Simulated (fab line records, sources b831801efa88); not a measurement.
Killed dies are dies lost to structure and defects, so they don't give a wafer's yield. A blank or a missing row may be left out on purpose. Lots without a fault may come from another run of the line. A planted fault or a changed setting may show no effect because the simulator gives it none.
A struck lot beside a sound one | flow sfq_line | 14 steps out of a route of 325
Sound: wafers L561.1, L561.2, L561.6. Struck: wafers L562.4, L562.5, L562.6. The cause comes at the end.
At each step with rows: each side's tool, then ch and its chambers, then its first start. Under that, the readings that differ: sound wafers | struck wafers | difference of the means | sigmas: that difference in standard deviations of wafers without a fault.
alike: readings whose means differ by less than 2 such deviations, and words and numbers that are the same on both sides. not compared: withheld readings, readings that some wafer has no value for, bounds like >300 that may hide the same value, and numbers for which the record gives no deviation and whose values overlap.
The two part at a step that has a row with sigmas, a row that says differs or no value, or rows on one side only. Numbers that don't overlap but have no deviation are shown without sigmas and don't part them. A reading that every wafer of one side lacks parts them only if that side has two wafers or more.

SFQ_M6_OVL_MEAS_940:
  sound on overlay-02, day 56 11:04; struck on overlay-02, day 56 13:28
  alike: M6_OVL
SFQ_TRILAYER_M6_BARC_OPEN_METAL_ETCH_206: etches BARC in O2, target depth 125 nm, time 41.7 s.
  sound on rie_metal-01 ch 0,1, day 56 11:05; struck on rie_metal-02 ch 0,1, day 56 13:31
  alike: drypump_motor_current_A, oes_product_au
  not compared: rf_hours_counter_h
SFQ_TRILAYER_M6_ETCH_METAL_ETCH_162: etches Nb in Cl2/Ar, stops on SiO2, target depth 240 nm, time 120 s.
  sound on rie_metal-01 ch 0,1, day 56 11:09; struck on rie_metal-02 ch 0,1, day 56 13:35
  alike: drypump_motor_current_A, oes_product_au
  not compared: rf_hours_counter_h
SFQ_TRILAYER_M6_STRIP_STRIP_163: strips in O2.
  sound on rie_metal-01 ch 0,1, day 56 11:17; struck on rie_metal-02 ch 0,1, day 56 13:53
  alike: drypump_motor_current_A, oes_product_au
  not compared: rf_hours_counter_h
then, 1 step without rows for these wafers: SFQ_TRILAYER_M6_STRIP_SOLV_CLEAN_164 (cleans in NMP, time 600 s).
SFQ_TRILAYER_I6_DEP_PECVD_165: deposits SiO2 from SiH4/N2O, time 111.11 s, target thk 500 nm.
  sound on pecvd-03 ch 0,1,2, day 56 12:03; struck on pecvd-02 ch 0,1,2, day 56 14:29
  alike: heater_power_w, throttle_valve_pct
then, 1 step without rows for these wafers: SFQ_TRILAYER_I6_CMP_CMP_166 (polishes SiO2).
SFQ_I6_BOW_MEAS_941:
  sound on film_metro-02, day 56 15:08; struck on film_metro-02, day 56 17:35
  alike: I6_BOW
SFQ_TRILAYER_I6_METRO_MEASURE_167:
  sound on film_metro-02, day 56 15:15; struck on film_metro-02, day 56 18:15
  alike: thk_nm
then, 3 steps without rows for these wafers: SFQ_TRILAYER_I6_VIA_LITHO_COAT_174 (resist thk 62 nm); SFQ_TRILAYER_I6_VIA_LITHO_COAT_169 (resist thk 650 nm); SFQ_TRILAYER_I6_VIA_LITHO_SOFTBAKE_173.
-- the record jumps here: 5 days lie between the struck wafers' starts before and after --
SFQ_TRILAYER_I6_VIA_LITHO_EXPOSE_170: exposes mask I6, target cd 700 nm.
  sound on krf_scanner-01 ch 0, day 61 16:20; struck on krf_scanner-01, day 61 19:20
  no value came back on the struck wafers for exposure_dose_mJ_cm2, focus_offset_nm (nm), sigma_outer; on the sound wafers exposure_dose_mJ_cm2 reads 21.317 21.312 21.303
  alike: mask
then, 1 step without rows for these wafers: SFQ_TRILAYER_I6_VIA_LITHO_PEB_172 (peb time 60 s).

WHERE THEY PART
Only at SFQ_TRILAYER_I6_VIA_LITHO_EXPOSE_170, within this record.

WHY: what the simulator had put in
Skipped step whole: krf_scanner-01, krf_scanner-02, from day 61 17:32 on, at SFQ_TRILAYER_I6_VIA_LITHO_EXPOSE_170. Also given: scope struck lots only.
